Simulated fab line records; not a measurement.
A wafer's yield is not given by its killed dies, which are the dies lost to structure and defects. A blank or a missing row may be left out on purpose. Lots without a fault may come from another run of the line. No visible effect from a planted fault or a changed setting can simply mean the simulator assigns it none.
Struck lot and sound lot, side by side | flow gf180mcu | 18 steps out of a route of 602
Sound: the wafers L691.3, L691.5, L691.6. The struck wafers were L696.3, L696.4, L696.6. At the end, the cause is stated.
Each step with rows lists, per side, the tool, then ch with its chambers, then its first start. Under that, the readings that differ: sound wafers | struck wafers | difference of the means | sigmas: that difference in standard deviations of wafers without a fault.
alike: readings whose means differ by less than 2 such deviations, and words and numbers that are the same on both sides. not compared: withheld readings, readings that some wafer has no value for, bounds like >300 that may hide the same value, and numbers for which the record gives no deviation and whose values overlap.
The two part at a step that has a row with sigmas, a row that says differs or no value, or rows on one side only. Non-overlapping numbers with no deviation appear without sigmas and do not part them. A reading missing from all wafers of one side parts the sides only when that side holds two or more wafers.

GF_POLY_GATE_OVL_MEAS_11:
  sound: overlay-02 at day 8 22:59; struck: overlay-02 at day 10 17:05
  alike: POLY_GATE_OVL
GF_POLY_GATE_ETCH_12: etches BARC in N2/H2.
  sound on rie-diel-02 ch 2,3, day 8 23:01; struck on rie-diel-03 ch 0,1,3, day 10 17:07
  alike: drypump-motor-current-A, oes-product-au, throttle-valve-pct
GF_POLY_GATE_ETCH_13: etches poly-Si in HBr/Cl2, stops on SiO2, target depth 198.5 nm, time 69.6 s.
  sound on rie-si-01 ch 0,1, day 8 23:04; struck on rie-si-01 ch 0,3, day 10 17:10
  alike: drypump-motor-current-A, oes-product-au, throttle-valve-pct
  not compared: rf-hours-counter-h
GF_POLY_GATE_STRIP_14: strips in O2/N2.
  sound on plasma-asher-02 ch 0,1, day 8 23:10; struck on plasma-asher-04 ch 0,1, day 10 17:16
  alike: drypump-motor-current-A, heater-power-w, oes-product-au
  not compared: rf-hours-counter-h
then, 2 steps without rows for these wafers: GF_POLY_GATE_CLEAN_15 (cleans in SC1/SC2, time 150 s); GF_POLY_GATE_OXIDATION_16 (stabilise 600 s, purge 300 s, target thk 4 nm).
GF_POLY_GATE_THK_MEAS_17:
  sound: film-metro-04 at day 9 00:47; struck: film-metro-04 at day 10 19:03
  alike: POLY_GATE_OXIDATION_THK
GF_POLY_GATE_CD_MEAS_18:
  sound: cd-sem-01 at day 9 00:53; struck: cd-sem-01 at day 10 19:16
  alike: cd-nm
then, 4 steps without rows for these wafers: GF_HV_LDD_DEHYDRATE_00 (time 60 s); GF_HV_LDD_HMDS_01 (prime time 60 s); GF_HV_LDD_COAT_02 (resist thk 1000 nm); GF_HV_LDD_SOFTBAKE_03 (time 60 s).
GF_HV_LDD_EXPOSE_04: exposes mask Nplus LV AREA, target cd 400 nm.
  sound on iline-stepper-01 ch 0, day 9 08:52; struck on iline-stepper-02 ch 0, day 11 04:46
  reading              | sound                | struck               | difference | sigmas
  exposure-dose-mJ-cm2 | 140.08 139.90 139.90 | 133.53 133.51 133.40 | -6.48      | -46
  alike: mask
then, 2 steps without rows for these wafers: GF_HV_LDD_PEB_05; GF_HV_LDD_DEVELOP_06 (develop time 60 s).
GF_HV_LDD_CD_MEAS_07: the cd target is 400 nm.
  sound: cd-sem-01 at day 9 17:22; struck: cd-sem-02 at day 11 13:53
  reading    | sound             | struck            | difference | sigmas
  cd-nm (nm) | 395.1 397.8 398.1 | 388.3 387.4 387.4 | -9.3       | -4
GF_HV_LDD_OVL_MEAS_08:
  sound: overlay-02 at day 9 17:27; struck: overlay-02 at day 11 13:59
  alike: HV_LDD_OVL
GF_PASSIVATION_PROBE_99:
  rows exist in the record for the sound wafers here (prober-02, day 28 16:12), none for the struck ones

WHERE THEY PART
At GF_HV_LDD_EXPOSE_04 first; at GF_PASSIVATION_PROBE_99 last (within this record only).

WHY: the cause the simulator had injected
Process parameter drift: iline-stepper-02, from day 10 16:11 on, at GF_HV_LDD_EXPOSE_04. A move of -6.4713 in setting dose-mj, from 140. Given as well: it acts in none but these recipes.
